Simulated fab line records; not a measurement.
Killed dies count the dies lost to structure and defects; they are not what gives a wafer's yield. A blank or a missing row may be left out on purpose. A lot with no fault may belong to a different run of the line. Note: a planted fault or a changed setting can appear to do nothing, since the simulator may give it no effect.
Code-filled problem report in 8D (eight disciplines) form + flow gf180mcu + the parts of the form that need people (team, actions taken, sign-off) are left out

1. WHAT IS WRONG
cd-nm at GF_HV_LDD_CD_MEAS_46 reads a mean of 539.4 nm on 3 wafers of 3 lots; wafers without a fault read 400.1 nm with a standard deviation of 2.5. That puts it +56 standard deviations away from the usual mean.
The step: target cd 400 nm.
Seen first at day 18 02:39 on cd-sem-01, wafer L502.5. The record has a number at this step for 34 wafers belonging to 12 lots. Rule for "out" (also "out of limits"): further than 4 standard deviations from the usual mean. All remaining wafers that have a number are taken as sound.

2. WHAT IT IS, AND WHAT IT ISN'T
| question                    | is                     | is not                                                                                |
|-----------------------------|------------------------|---------------------------------------------------------------------------------------|
| which readings at this step | cd-nm                  | -                                                                                     |
| which lots                  | L502, L505, L506       | L486, L488, L489, L490, L491, L494, L495, L507, L508                                  |
| which wafers of those lots  | L502.5, L505.4, L506.5 | L502.6, L505.1, L506.2, L506.6                                                        |
| read on which gauges        | cd-sem-01, cd-sem-02   | -                                                                                     |
| when                        | from day 18 02:39      | up to then (22 sound wafers); but 9 sound wafers of L505, L506, L507, L508 came after |

3. WHAT RULES OUT EACH SUSPECT
Counting: any tool at a process step up to the reading remains a suspect provided it ran every lot that is out. Sound lots after the first of them don't rule it out here, since some wafers of a struck lot are sound.
- the gauge at GF_HV_LDD_CD_MEAS_46: ruled out. The wafers that are out were read on 2 gauges (cd-sem-01, cd-sem-02).
- litho-track-01 at GF_HV_LDD_COAT_41 (resist thk 1000 nm): kept. Every lot that is out went through it, the first being L502 (day 17 15:02); the last sound lot it ran before that was L494 (day 15 01:17).
After counting, what remains is litho-track-01 at GF_HV_LDD_COAT_41.

4. THE CAUSE (what the simulator had put in)
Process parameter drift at GF_HV_LDD_COAT_41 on litho-track-01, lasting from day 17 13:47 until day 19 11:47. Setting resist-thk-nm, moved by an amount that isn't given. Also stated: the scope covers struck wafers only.
Only this tool survived the counting.

5. THE CHAIN OF EFFECTS, in route order
Rows list readings where the struck wafers' mean (over those with a number) sits beyond 3 standard deviations from the usual. Only readings whose record carries a usual standard deviation are examined. hours: median over the lots of the time between each lot's start at the first step of this table that gives one and its start at this step. sigmas: the change, counted in usual standard deviations.
| hours | step                 | reading                  | usual      | on struck wafers | change | sigmas      |
|-------|----------------------|--------------------------|------------|------------------|--------|-------------|
| 0     | GF_HV_LDD_CD_MEAS_46 | cd-nm                    | 400.1 nm   | 539.4            | +139.3 | +56         |
| 0     | GF_HV_LDD_STRIP_49   | oes-product-au           | 0.716 a.u. | 0.366            | -0.350 | -73         |
| 0     | GF_HV_LDD_STRIP_49   | strip-time-to-endpoint-s | 12.62 s    | 3.27             | -9.35  | -99 or more |
Its process steps:
- GF_HV_LDD_STRIP_49: strips in O2/N2.
Later measuring or inspecting steps at which every struck wafer that the step has a row for has a number for every such reading, and none has moved that far: GF_HV_LDD_OVL_MEAS_47, GF_HV_LDD_RS_MEAS_53.

6. HOW IT WOULD HAVE BEEN CAUGHT EARLIER
13 hours passed between the start of the fault at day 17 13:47 and the first reading out of limits at a measuring or inspecting step in this record, taken at day 18 02:39.
Of the lots that are out (3), L505, L506 began GF_HV_LDD_COAT_41 on litho-track-01 after day 18 02:39. A hold on the tool at that time would have spared those 2.
